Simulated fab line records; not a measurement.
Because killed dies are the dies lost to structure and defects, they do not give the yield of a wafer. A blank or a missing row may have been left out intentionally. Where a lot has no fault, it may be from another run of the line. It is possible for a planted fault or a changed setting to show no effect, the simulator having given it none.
Which tool did it? | flow sky130 | 6 lots, 18 wafers sampled, at 2 steps of a route of 708

WHAT THE GAUGES SHOWED, per wafer
SKY_METAL2_RS_MEAS_05: measures by four-point-probe.
lot  | measured     | on           | METAL2_ALCU_RS (ohm/sq)
L237 | day 35 00:07 | filmMetro-03 | 0.1275 0.1265 0.1285
L245 | day 37 02:50 | filmMetro-01 | 0.1247 0.1240 0.1242
L248 | day 38 03:01 | filmMetro-04 | 0.1233 0.1248 0.1238
L251 | day 39 05:04 | filmMetro-04 | 0.1252 0.1266 0.1259
L255 | day 40 03:26 | filmMetro-04 | 0.1268 0.1292 0.1273
L257 | day 40 14:45 | filmMetro-01 | 0.1252 0.1242 0.1265

TOOL THAT RAN EACH LOT (tool first, then ch and the chambers of the sampled wafers, then the start)
lot  | SKY_METAL2_SPUTTER_04
L237 | pvdSputter-02, day 35 00:02
L245 | pvdSputter-01, day 37 02:47
L248 | pvdSputter-01, day 38 02:56
L251 | pvdSputter-02, day 39 04:59
L255 | pvdSputter-02, day 40 03:23
L257 | pvdSputter-01, day 40 14:42
- SKY_METAL2_SPUTTER_04: material TiN, target thk 70 nm, time 58.3 s.

THE ANSWER, worked out from the rows above alone
Rule: the usual values come from the lots themselves. Put in order of their means at a reading, lots are off if they are a third of the lots or fewer, leave a main group of 4 or more, and stand apart from it by a gap of 3 or more times the standard deviation of the main group's means; of several such gaps the widest counts. A main group whose means are all the same, to the digits that the tables above print for the reading, isn't used. Also off: a lot with no number at a reading for which 4 or more lots have one. Where the step has rows for the other lots, those lots are counted as sound.
No lot is off at any reading shown: from this, nothing can be told.

WHAT HAD BEEN PUT IN BY THE SIMULATOR
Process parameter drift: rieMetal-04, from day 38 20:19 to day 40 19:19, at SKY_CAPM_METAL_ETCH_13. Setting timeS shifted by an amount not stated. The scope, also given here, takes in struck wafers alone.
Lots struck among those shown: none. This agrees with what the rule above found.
